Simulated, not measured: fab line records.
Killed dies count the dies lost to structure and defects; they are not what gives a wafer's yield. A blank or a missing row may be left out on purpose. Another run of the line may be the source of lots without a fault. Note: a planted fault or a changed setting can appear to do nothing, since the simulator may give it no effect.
Comparing a struck lot with a sound one | flow sky130 | 18 out of 708 route steps
Sound: the wafers L769.1, L769.2, L769.4. Wafers struck: L773.3, L773.5, L773.6. The cause is given at the end.
At each step with rows: each side's tool, then ch and its chambers, then its first start. Under that, the readings that differ: sound wafers | struck wafers | difference of the means | sigmas: that difference in standard deviations of wafers without a fault.
alike: readings with means less than 2 such deviations apart, plus words and numbers identical on both sides. not compared: withheld readings, readings lacking a value on some wafer, bounds such as >300 that could conceal the same value, and numbers that have no deviation in the record and whose values overlap.
The two part at a step that has a row with sigmas, a row that says differs or no value, or rows on one side only. When numbers do not overlap yet have no deviation, they are printed without sigmas and do not part them. Lack of a reading on every wafer of one side parts them only where that side has two or more wafers.

first, 5 steps without rows for these wafers: SKY_SD_N_COAT_02 (resist thk 1140 nm); SKY_SD_N_SOFTBAKE_03 (time 60 s); SKY_SD_N_EXPOSE_04 (exposes mask NSDM, target cd 380 nm); SKY_SD_N_PEB_05; SKY_SD_N_DEVELOP_06 (develop time 60 s).
SKY_SD_N_CD_MEAS_07: the cd target is 380 nm.
  sound: cdSem-01 at day 31 01:21; struck: cdSem-01 at day 32 16:18
  alike: cdNm
SKY_SD_N_OVL_MEAS_08:
  sound: overlay-01 at day 31 01:28; struck: overlay-02 at day 32 16:23
  alike: SD_N_OVL
then, 2 steps without rows for these wafers: SKY_SD_N_IMPLANT_09; SKY_SD_N_IMPLANT_10.
SKY_SD_N_STRIP_11: strips in O2/N2.
  sound on plasmaAsher-01 ch 0,1, day 31 01:49; struck on plasmaAsher-04 ch 0,1, day 32 16:45
reading                  | sound             | struck            | difference | sigmas
stripTimeToEndpointS (s) | 22.40 22.49 22.51 | 22.59 22.53 22.56 | +0.09      | +3
  alike: drypumpMotorCurrentA, oesProductAu
  not compared: rfHoursCounterH
SKY_SD_N_TW_MEAS_12:
  sound: filmMetro-01 at day 31 01:55; struck: filmMetro-01 at day 32 16:50
  alike: SD_N_TW
then, 1 step without rows for these wafers: SKY_SD_N_CLEAN_13 (cleans in SC1/SC2, time 150 s).
SKY_SD_N_RTA_14: time 2 s.
  sound on rtpAnneal-01 ch 0, day 31 02:01; struck on rtpAnneal-01 ch 0, day 32 16:56
reading          | sound                | struck               | difference | sigmas
lampPowerPct (%) | 15.79 15.79 15.76    | 16.81 16.70 16.76    | +0.98      | +18
wafer_temp_C_max | 1076.8 1078.7 1078.8 | 1123.0 1123.7 1121.7 | +44.7      | +32
  alike: chamberO2Ppm
SKY_SD_N_RS_MEAS_16: a four-point-probe measurement.
  sound: filmMetro-01 at day 31 02:11; struck: filmMetro-01 at day 32 17:08
reading          | sound             | struck            | difference | sigmas
SD_N_RS (ohm/sq) | 68.69 68.69 68.59 | 60.29 60.49 60.30 | -8.30      | -75
SKY_SD_N_RS_MEAS_17: a four-point-probe measurement.
  sound: filmMetro-01 at day 31 02:19; struck: filmMetro-01 at day 32 17:16
reading          | sound             | struck            | difference | sigmas
SD_P_RS (ohm/sq) | 147.5 147.4 147.3 | 107.3 107.4 107.1 | -40.1      | -99 or more
SKY_SD_N_RS_MEAS_18: a four-point-probe measurement.
  sound: filmMetro-01 at day 31 02:26; struck: filmMetro-01 at day 32 17:23
reading               | sound             | struck            | difference | sigmas
RES_XHIGH_RS (ohm/sq) | 332.9 333.6 332.8 | 328.7 327.8 327.3 | -5.2       | -4
then, 1 step without rows for these wafers: SKY_SALICIDE_CLEAN_00 (cleans in HF-last, time 30 s).
-- the record jumps here: 16 days lie between the struck wafers' starts before and after (it left off in module SALICIDE and takes up again in module PAD_OPEN, whose first step shown is number 708 of the route) --
SKY_PAD_OPEN_PROBE_99:
  sound: prober-01 at day 48 05:07; struck: prober-01 at day 49 05:09
reading                            | sound             | struck            | difference | sigmas
model.etest.resXhighPo.lineOhmUm   | 5838 5902 5832    | 3843 3877 3919    | -1978      | 
model.etest.resXhighPo.rsOhmSq     | 2025 2060 2055    | 1364 1372 1396    | -669       | 
model.etest.pfet_01v8.rOnOhmUm     | 2987 2936 2968    | 2417 2369 2360    | -582       | 
model.etest.resPdiff.lineOhmUm     | 1339 1367 1336    | 1054 1042 1066    | -293       | 
model.etest.pfetG5v0d10v5.rOnOhmUm | 4746 4696 4676    | 4582 4512 4571    | -151       | 
model.etest.resHighPo.lineOhmUm    | 758.7 777.6 766.9 | 553.5 570.6 557.9 | -207.1     | 
model.etest.liconHighPo.rcOhm      | 362 368 372.1     | 223.1 230.5 233.9 | -138.2     | 
model.etest.resNdiff.lineOhmUm     | 777.4 789.1 757   | 680.6 680.2 685.4 | -92.4      | 
  alike: killed_at_M0_to_M3, killed_at_M4_up, killedAtContacts, killedAtFrontEnd, killedAtOther, killedDies, killedOpen, killedShort

WHERE THEY PART
At SKY_SD_N_STRIP_11 first; at SKY_SD_N_RS_MEAS_18 last (within this record only). Later steps at which nothing parts them and some readings are alike: SKY_PAD_OPEN_PROBE_99.

WHY: what had been put in by the simulator
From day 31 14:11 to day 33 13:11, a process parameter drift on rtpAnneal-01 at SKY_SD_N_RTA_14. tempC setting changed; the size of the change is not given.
